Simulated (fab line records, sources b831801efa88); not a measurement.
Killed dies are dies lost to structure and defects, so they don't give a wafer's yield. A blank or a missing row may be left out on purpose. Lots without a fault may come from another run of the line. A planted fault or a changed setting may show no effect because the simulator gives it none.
fab line records | flow sky130
record lots=6 wafers=18 last_day=50
route steps=708 shown LDD_HVP@287 LDD_LDN@289
lots that met no fault: from a run of the same line without faults
start_h: hours from the record's first day to the start of the lot's first wafer shown | wait_h: hours since the lot's step before | " the same as in the row above | L1.1+2: a row that stands for several wafers | - no value, or no start given | * or withheld: withheld | < > ~ a bound
route shown NAME@n: a module of which the file shows steps, and the number in the route of the first | usual: mean/standard deviation of fault-free wafers | same: alike in all rows | chamber/n: place in a boat | sites: the reading at each site | _std_site: their standard deviation | _edge_site: outer sites' mean less inner sites' | radius_mm: how far each site lies from the wafer's centre | mask NAME#n: copy n | behind: the tool/chamber that last shaped the wafer | hold: why the lot was held/for how many hours/how that ended | device: the transistor (n, p or np) that didn't switch | end of line: the same wafers' tests at the end of the route | a step without rows: its recipe alone | killed: dies lost to structure and defects at the first sort, not the wafer's yield | map: a wafer's dies, x killed, . not, _ none there
set.NAME: the setting as run; set.NAME@STEP: as run at that earlier step | model.NAME: the simulator's own value behind a step, which no gauge read
lots at some steps of the route; a table a step, a row a wafer
services: from which hour (start_h, from the record's first day; less than 0 if before it) a tool's chamber was out of use, for how many hours, and why
## steps
# step SKY_LDD_HVP_STRIP_09
# recipe chemistry=O2/N2 power_w=1400 pressure_mtorr=1500 platen_temp_c=withheld o2_flow_sccm=3000 n2_flow_sccm=300 overash_fraction=0.5
# usual drypump_motor_current_A=5.6/0.53 oes_product_au=0.408/0.0046 strip_time_to_endpoint_s=4.131/0.015
# columns lot.wafer tool chamber start_h wait_h drypump_motor_current_A oes_product_au rf_hours_counter_h strip_time_to_endpoint_s
L481.4 plasma_asher-04 1 596.22 0.1 4.9 0.406 - 4.142
L481.5 " 0 " " 6.1 0.407 - 4.140
L481.6 " 1 " " 4.9 0.415 - 4.147
L485.2 plasma_asher-04 1 612.08 0.1 4.9 0.405 80 4.110
L485.4 " 0 " " 6.1 0.417 - 4.119
L485.5 " 1 " " 4.9 0.409 - 4.151
L484.1 plasma_asher-04 0 615.40 0.1 6.1 0.404 81 4.126
L484.2 " 1 " " 4.9 0.404 81 4.133
L484.5 " 0 " " 6.1 0.411 - 4.133
L491.3 plasma_asher-02 0 660.06 0.1 5.1 0.407 - 4.148
L491.4 " 1 " " 6.2 0.412 - 4.124
L491.5 " 1 " " 6.2 0.400 - 4.141
L493.1 plasma_asher-02 0 688.78 0.1 5.1 0.413 100 4.134
L493.2 " 1 " " 6.1 0.404 100 4.125
L493.6 " 0 " " 5.1 0.407 - 4.121
L495.1 plasma_asher-01 0 688.90 0.1 6.0 0.418 54 4.116
L495.2 " 1 " " 5.5 0.406 54 4.137
L495.3 " 1 " " 5.5 0.404 - 4.118
# step SKY_LDD_HVP_TW_MEAS_10
# usual LDD_HVP_TW=456/4.1
# columns lot.wafer tool chamber start_h wait_h LDD_HVP_TW
L481.4 film_metro-01 - 596.31 0.1 461
L481.5 " - " " 458
L481.6 " - " " 458
L485.2 film_metro-01 - 612.19 0.1 459
L485.4 " - " " 461
L485.5 " - " " 459
L484.1 film_metro-01 - 615.50 0.1 459
L484.2 " - " " 461
L484.5 " - " " 462
L491.3 film_metro-03 - 660.15 0.1 451
L491.4 " - " " 450
L491.5 " - " " 451
L493.1 film_metro-01 - 688.88 0.1 461
L493.2 " - " " 459
L493.6 " - " " 460
L495.1 film_metro-04 - 689.00 0.1 452
L495.2 " - " " 450
L495.3 " - " " 454
# step SKY_LDD_LDN_DEHYDRATE_00
# recipe temp_c=200 time_s=60
# step SKY_LDD_LDN_HMDS_01
# recipe prime_time_s=60 prime_temp_c=120
# step SKY_LDD_LDN_COAT_02
# recipe resist=NOVOLAK spin_rpm=3000 resist_thk_nm=1140
# step SKY_LDD_LDN_SOFTBAKE_03
# recipe temp_c=90 time_s=60 resist=NOVOLAK
# step SKY_LDD_LDN_EXPOSE_04
# recipe mask_id=LDNTM na=0.6 source_shape=conventional sigma_outer=0.6 polarization=unpolarized target_cd_nm=700 dose_mj=140
# step SKY_LDD_LDN_PEB_05
# recipe temp_c=withheld time_s=* resist=NOVOLAK
# step SKY_LDD_LDN_DEVELOP_06
# recipe resist=NOVOLAK developer=TMAH develop_time_s=60 dev_temp_c=23
# step SKY_LDD_LDN_OVL_MEAS_07
# usual LDD_LDN_OVL=-0.4/1.2
# columns lot.wafer tool chamber start_h wait_h LDD_LDN_OVL[nm]
L481.4 overlay-02 - 626.19 0.1 1.3
L481.5 " - " " -1.6
L481.6 " - " " -1.2
L485.2 overlay-02 - 641.38 0.1 -0.5
L485.4 " - " " -1.4
L485.5 " - " " -0.2
L484.1 overlay-02 - 643.67 0.1 -0.9
L484.2 " - " " -0.9
L484.5 " - " " -2.4
L491.3 overlay-01 - 687.83 0.1 0.1
L491.4 " - " " -2.4
L491.5 " - " " -0.1
L493.1 overlay-02 - 717.04 0.1 -0.2
L493.2 " - " " 1.4
L493.6 " - " " -0.1
L495.1 overlay-01 - 717.07 0.1 -0.6
L495.2 " - " " -0.9
L495.3 " - " " -1.9
# step SKY_LDD_LDN_IMPLANT_08
# recipe species=As energy_kev=15 dose_cm2=1.25e+13 tilt_deg=withheld rotation_deg=23
# step SKY_LDD_LDN_IMPLANT_09
# recipe species=As energy_kev=15 dose_cm2=1.25e+13 tilt_deg=withheld rotation_deg=113
# step SKY_LDD_LDN_IMPLANT_10
# recipe species=As energy_kev=15 dose_cm2=1.25e+13 tilt_deg=withheld rotation_deg=203
# usual beam_energy_keV=15.000/0.0044 beam_on_s=10.02/0.18
# columns lot.wafer tool chamber start_h wait_h beam_energy_keV beam_on_s
L481.4 implanter-03 0 626.58 0.1 14.998 9.94
L481.5 " 0 " " 15.002 10.09
L481.6 " 0 " " 15.006 9.93
L485.2 implanter-01 - 641.74 0.1 - -
L485.4 " - " " - -
L485.5 " - " " - -
L484.1 implanter-04 - 644.00 0.1 - -
L484.2 " - " " - -
L484.5 " - " " - -
L491.3 implanter-04 0 688.20 0.1 14.999 10.02
L491.4 " 0 " " 14.994 9.89
L491.5 " 0 " " 14.994 10.07
L493.1 implanter-03 0 717.38 0.1 15.004 10.36
L493.2 " 0 " " 14.992 9.97
L493.6 " 0 " " 15.001 9.86
L495.1 implanter-01 0 717.40 0.1 15.000 9.84
L495.2 " 0 " " 15.007 9.63
L495.3 " 0 " " 15.001 9.80
# step SKY_LDD_LDN_IMPLANT_11
# recipe species=As energy_kev=15 dose_cm2=1.25e+13 tilt_deg=withheld rotation_deg=293
# step SKY_LDD_LDN_STRIP_12
# recipe chemistry=O2/N2 power_w=1400 pressure_mtorr=1500 platen_temp_c=withheld o2_flow_sccm=3000 n2_flow_sccm=300 overash_fraction=0.5
# usual drypump_motor_current_A=5.7/0.51 oes_product_au=0.715/0.0042 strip_time_to_endpoint_s=14.19/0.038
# columns lot.wafer tool chamber start_h wait_h drypump_motor_current_A oes_product_au rf_hours_counter_h strip_time_to_endpoint_s
L481.4 plasma_asher-04 1 626.84 0.1 4.9 0.715 - 14.19
L481.5 " 0 " " 6.1 0.707 - 14.21
L481.6 " 1 " " 4.9 0.707 - 14.18
L485.2 plasma_asher-02 0 642.01 0.1 5.1 0.715 96 14.24
L485.4 " 0 " " 5.1 0.714 - 14.27
L485.5 " 0 " " 5.1 0.711 - 14.27
L484.1 plasma_asher-03 1 644.30 0.1 5.8 0.711 22 14.21
L484.2 " 0 " " 6.1 0.714 22 14.21
L484.5 " 1 " " 5.8 0.717 - 14.19
L491.3 plasma_asher-04 1 688.49 0.1 4.9 0.722 - 14.20
L491.4 " 0 " " 6.1 0.720 - 14.20
L491.5 " 0 " " 6.1 0.711 - 14.16
L493.1 plasma_asher-04 1 717.68 0.1 4.9 0.713 91 14.22
L493.2 " 0 " " 6.1 0.716 91 14.17
L493.6 " 0 " " 6.1 0.719 - 14.14
L495.1 plasma_asher-02 0 717.70 0.1 5.1 0.714 103 14.21
L495.2 " 1 " " 6.2 0.711 103 14.25
L495.3 " 1 " " 6.1 0.714 - 14.21
# step SKY_LDD_LDN_TW_MEAS_13
# usual LDD_LDN_TW=1475/13
# columns lot.wafer tool chamber start_h wait_h LDD_LDN_TW
L481.4 film_metro-01 - 626.94 0.1 1495
L481.5 " - " " 1501
L481.6 " - " " 1497
L485.2 film_metro-04 - 642.12 0.1 1350
L485.4 " - " " 1346
L485.5 " - " " 1338
L484.1 film_metro-01 - 644.40 0.1 1371
L484.2 " - " " 1372
L484.5 " - " " 1372
L491.3 film_metro-04 - 688.57 0.1 1466
L491.4 " - " " 1455
L491.5 " - " " 1469
L493.1 film_metro-04 - 717.78 0.1 1462
L493.2 " - " " 1466
L493.6 " - " " 1465
L495.1 film_metro-01 - 717.80 0.1 1487
L495.2 " - " " 1488
L495.3 " - " " 1493
# step SKY_LDD_LDN_CLEAN_14
# recipe chemistry=SC1/SC2 mix=1:4:20 temp_c=70 time_s=150 dry=n2_spin
## services
# columns tool chamber start_h hours kind
implanter-01 - 589.51 2.9 repair
plasma_asher-01 - 642.55 2.3 repair
plasma_asher-02 - 649.00 3.1 repair
implanter-01 - 649.50 1.6 repair
plasma_asher-03 - 658.05 1.7 repair
plasma_asher-01 - 692.92 4.6 repair
implanter-04 - 702.67 0.7 repair
plasma_asher-04 - 711.74 1.2 repair
implanter-04 - 712.91 9.1 pm
## key
first_sign step=SKY_LDD_LDN_IMPLANT_10 reading=tool_record direction=missing
effect step=SKY_LDD_LDN_TW_MEAS_13 reading=LDD_LDN_TW direction=down sigmas=9 usual=1475 struck=1358
met_at SKY_LDD_LDN_IMPLANT_10
struck_wafers L484.1,L484.2,L484.5,L485.2,L485.4,L485.5
later_rows_left_out L484.1,L484.2,L484.5,L485.2,L485.4,L485.5
sort_left_out L484.1,L484.2,L484.5,L485.2,L485.4,L485.5
tester_left_out L484,L485
fault kind=skipped_step_whole tool=implanter-01,implanter-04 chamber=- onset_h=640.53 steps=SKY_LDD_LDN_IMPLANT_10 scope=struck_lots_only
# tester_left_out: of these lots the tester's yield and bins aren't shown, on N5 and GAA mostly nor the transistor test; their killed dies are dies lost to structure and defects alone, not to doping, threshold or leakage, so they don't give the yield
# sort_left_out: the simulated sort isn't trusted on such a fault, so these wafers' sort isn't shown, and their yield isn't known
# later_rows_left_out: the simulator's readings of these wafers behind a module that went badly wrong aren't trusted and aren't shown, but for the sort
